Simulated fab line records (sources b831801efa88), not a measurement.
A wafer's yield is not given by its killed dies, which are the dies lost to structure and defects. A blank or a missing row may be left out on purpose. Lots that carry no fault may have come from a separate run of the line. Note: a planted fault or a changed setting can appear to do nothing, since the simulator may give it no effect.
fab line records | flow sky130
record: lots: 13 wafers: 39 last_day: 50
route steps=708 shown VIA2@507
lots with no fault: from the same line, run without faults
start_h: hours from the record's opening day to when the first of the lot's shown wafers began | wait_h: hours from the lot's prior step to this one | " identical to the entry in the row above | L1.1+2: a row that stands for several wafers | - no value, or no start given | * or withheld: withheld | < > ~ a bound
route shown NAME@n: a module of which the file shows steps, and the number in the route of the first | usual: the fault-free wafers' mean and standard deviation | same: alike in all rows | chamber/n: place in a boat | sites: readings site by site | _std_site: the standard deviation of these | _edge_site: mean of outer sites minus mean of inner sites | radius_mm: how far each site lies from the wafer's centre | mask NAME#n: copy n | behind: tool/chamber where the wafer was last shaped | hold: reason for holding the lot/hours on hold/outcome of the hold | device: which transistor (n, p or np) failed to switch | end of line: the tests these same wafers got at the end of their route | step lacking rows: just its recipe | killed: dies lost to structure and defects at the first sort, not the wafer's yield | map: per-die view of a wafer (x killed, . not killed, _ where there is no die)
set.NAME: the run value of the setting; set.NAME@STEP: its run value at that earlier step | model.NAME: the simulator's own value behind a step, which no gauge read
route steps across a sampled set of lots; one table per step, one row per wafer
services: when a tool's chamber went out of use (start_h, in hours from the record's first day, below 0 if earlier), for how many hours, and the reason
== steps ==
step: SKY_VIA2_HDPCVD_00
recipe: material: SiO2 target_thk_nm: 1180 sigma_open_frac: 0.3 time_s: 196.7 temp_c: 400 sih4_flow_sccm: 60 pressure_mtorr: 6
columns lot.wafer tool chamber start_h wait_h
L217.2+3+6 hdpcvd-02 0,2,1 821.26 0.0
L218.2+4+5 hdpcvd-02 1,0,1 831.12 0.0
L220.2+5+6 hdpcvd-01 2,1,2 853.15 0.0
L221.1+2+3 hdpcvd-01 0,1,2 861.82 0.0
L223.4+5+6 hdpcvd-02 1,0,1 870.53 0.1
L222.1+3+4 hdpcvd-02 1,1,0 871.71 0.0
L227.1+5+6 hdpcvd-02 2,0,2 901.92 0.0
L233.2+3+4 hdpcvd-01 2,0,2 951.57 0.0
L236.1+5+6 hdpcvd-02 2,1,0 972.13 0.0
L237.1+2+4 hdpcvd-02 2,0,1 974.47 0.0
L238.1+4+6 hdpcvd-02 1,2,0 980.74 0.0
L239.4+5+6 hdpcvd-02 2,0,1 983.52 0.1
L240.4+5+6 hdpcvd-02 0,1,2 989.29 0.1
step: SKY_VIA2_THK_MEAS_01
recipe: reads: SiO2_of_VIA2_HDPCVD_00
usual: VIA2_HDPCVD_THK: 1186/12
columns lot.wafer tool chamber start_h wait_h VIA2_HDPCVD_THK[nm]
L217.2 film_metro-01 - 821.40 0.1 1183
L217.3 " - " " 1172
L217.6 " - " " 1169
L218.2 film_metro-02 - 831.25 0.1 1172
L218.4 " - " " 1175
L218.5 " - " " 1173
L220.2 film_metro-02 - 853.28 0.1 1196
L220.5 " - " " 1192
L220.6 " - " " 1204
L221.1 film_metro-01 - 861.94 0.1 1178
L221.2 " - " " 1192
L221.3 " - " " 1180
L223.4 film_metro-02 - 870.68 0.1 1178
L223.5 " - " " 1180
L223.6 " - " " 1177
L222.1 film_metro-02 - 871.89 0.1 1198
L222.3 " - " " 1194
L222.4 " - " " 1200
L227.1 film_metro-02 - 902.04 0.1 1167
L227.5 " - " " 832
L227.6 " - " " 1161
L233.2 film_metro-02 - 951.71 0.1 1199
L233.3 " - " " 1189
L233.4 " - " " 1209
L236.1 film_metro-04 - 972.26 0.1 1157
L236.5 " - " " 1177
L236.6 " - " " 1173
L237.1 film_metro-04 - 974.60 0.1 1187
L237.2 " - " " 1194
L237.4 " - " " 1199
L238.1 film_metro-01 - 980.87 0.1 1195
L238.4 " - " " 1189
L238.6 " - " " 1188
L239.4 film_metro-04 - 983.61 0.0 1184
L239.5 " - " " 1184
L239.6 " - " " 1188
L240.4 film_metro-01 - 989.38 0.0 1174
L240.5 " - " " 1189
L240.6 " - " " 1181
== services ==
columns tool chamber start_h hours kind
hdpcvd-02 2 868.95 6.3 repair
hdpcvd-02 0 877.24 12.9 repair
hdpcvd-01 - 885.56 0.8 repair
hdpcvd-01 - 888.31 2.8 pm
hdpcvd-02 2 920.00 6.1 repair
hdpcvd-01 0 933.65 13.9 repair
hdpcvd-02 - 950.39 15.0 pm
hdpcvd-02 0 950.39 15.0 vent_cycle
hdpcvd-02 1 950.39 15.0 vent_cycle
hdpcvd-02 2 950.39 15.0 vent_cycle
hdpcvd-02 0 965.39 - clean
hdpcvd-02 1 965.39 - clean
hdpcvd-02 2 965.39 - clean
== key ==
first_sign: step: SKY_VIA2_THK_MEAS_01 reading: VIA2_HDPCVD_THK direction: down sigmas: 30 usual: 1186 struck: 832
effect none on later readings
met_at SKY_VIA2_HDPCVD_00
struck_lots L227
struck_wafers L227.5
onset_between 871.71 901.92
fault: kind: process_parameter_drift tool: hdpcvd-02 chamber: 0 onset_h: 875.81 steps: SKY_VIA2_HDPCVD_00 channel: target_thk_nm offset: -347.2 shape: step end_h: 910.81 acts_in: these_recipes_only stated: 1180
